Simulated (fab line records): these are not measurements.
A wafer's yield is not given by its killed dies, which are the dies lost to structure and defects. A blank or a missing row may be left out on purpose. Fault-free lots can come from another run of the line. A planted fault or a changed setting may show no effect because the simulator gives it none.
2 desks, one fault | flow sky130 | what lay behind the numbers comes last; until then each desk has only its own

== AT THE TOOL OWNER'S DESK: hdpcvd-01 ==
The tool's own readings at SKY_VIA4_HDPCVD_00 (deposits SiO2, target thk 1750 nm, time 291.7 s): means of the sampled wafers that have a number, for each lot that ran on this tool. The brackets show how far a lot's mean lies from the usual mean; more than 4 standard deviations puts the lot out of limits, marked OUT.
Columns: A = pressure-mtorr at SKY_VIA4_HDPCVD_00, usual 5.999 mTorr; B = run-length-s at SKY_VIA4_HDPCVD_00, usual 319.7 s; C = sih4-flow-sccm at SKY_VIA4_HDPCVD_00, usual 59.99 sccm
lot  | first seen here | A     | B               | C
L610 | day 42 06:13    | 5.998 | 319.7           | 60.14
L611 | day 42 06:48    | 5.996 | 320.1           | 59.90
L614 | day 42 16:03    | 6.007 | 319.1           | 59.96
L615 | day 43 08:38    | 6.011 | 337.4 (+24) OUT | 60.00
L616 | day 43 13:03    | 6.006 | 346.3 (+35) OUT | 60.09
L618 | day 43 21:37    | 6.000 | 332.5 (+17) OUT | 59.89
L629 | day 46 19:43    | 5.993 | 319.7           | 59.91
L630 | day 46 20:26    | 5.989 | 319.6           | 59.96
L631 | day 47 08:45    | 5.997 | 319.4           | 59.92
L632 | day 47 11:52    | 5.998 | 319.9           | 59.99
L633 | day 47 17:31    | 5.992 | 319.8           | 59.94
This desk finds L615, L616, L618 out of limits, L615 being first, at day 43 08:38 (run-length-s at SKY_VIA4_HDPCVD_00). L610, L611, L614, L629, L630, L631, L632, L633: within limits.

== THE METROLOGY DESK ==
What the gauges read for every lot (on any tool): the sampled wafers with a number, averaged. The brackets show how far a lot's mean lies from the usual mean; more than 4 standard deviations puts the lot out of limits, marked OUT.
Columns: A = VIA4_HDPCVD_THK at SKY_VIA4_THK_MEAS_01, usual 1757 nm
lot  | first seen here | A
L610 | day 42 06:23    | 1747
L611 | day 42 06:59    | 1746
L614 | day 42 16:14    | 1746
L615 | day 43 08:49    | 1835 (+5.2) OUT
L616 | day 43 13:14    | 1925 (+11) OUT
L618 | day 43 21:49    | 1850 (+6.2) OUT
L629 | day 46 19:55    | 1761
L630 | day 46 20:37    | 1756
L631 | day 47 08:57    | 1757
L632 | day 47 12:03    | 1759
L633 | day 47 17:42    | 1761
This desk's result: L615, L616, L618 out of limits, first on L615 (VIA4_HDPCVD_THK at SKY_VIA4_THK_MEAS_01), day 43 08:49. L610, L611, L614, L629, L630, L631, L632, L633: within limits.

== PUT TOGETHER ==
The tool owner's desk had the chance to raise an alarm at day 43 08:38 on L615, L616, L618.
An alarm was possible from the metrology desk at day 43 08:49, on L615, L616, L618.
Every lot named ran SKY_VIA4_HDPCVD_00 on hdpcvd-01.

== WHAT HAD BEEN PUT IN BY THE SIMULATOR ==
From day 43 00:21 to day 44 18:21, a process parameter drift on hdpcvd-01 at SKY_VIA4_HDPCVD_00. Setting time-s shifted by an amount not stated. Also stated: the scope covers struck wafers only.
Struck lots among those shown: L615, L616, L618.
Hours from the fault's start to each desk's first reading out of limits: the tool owner's desk, 8; the metrology desk, 8.
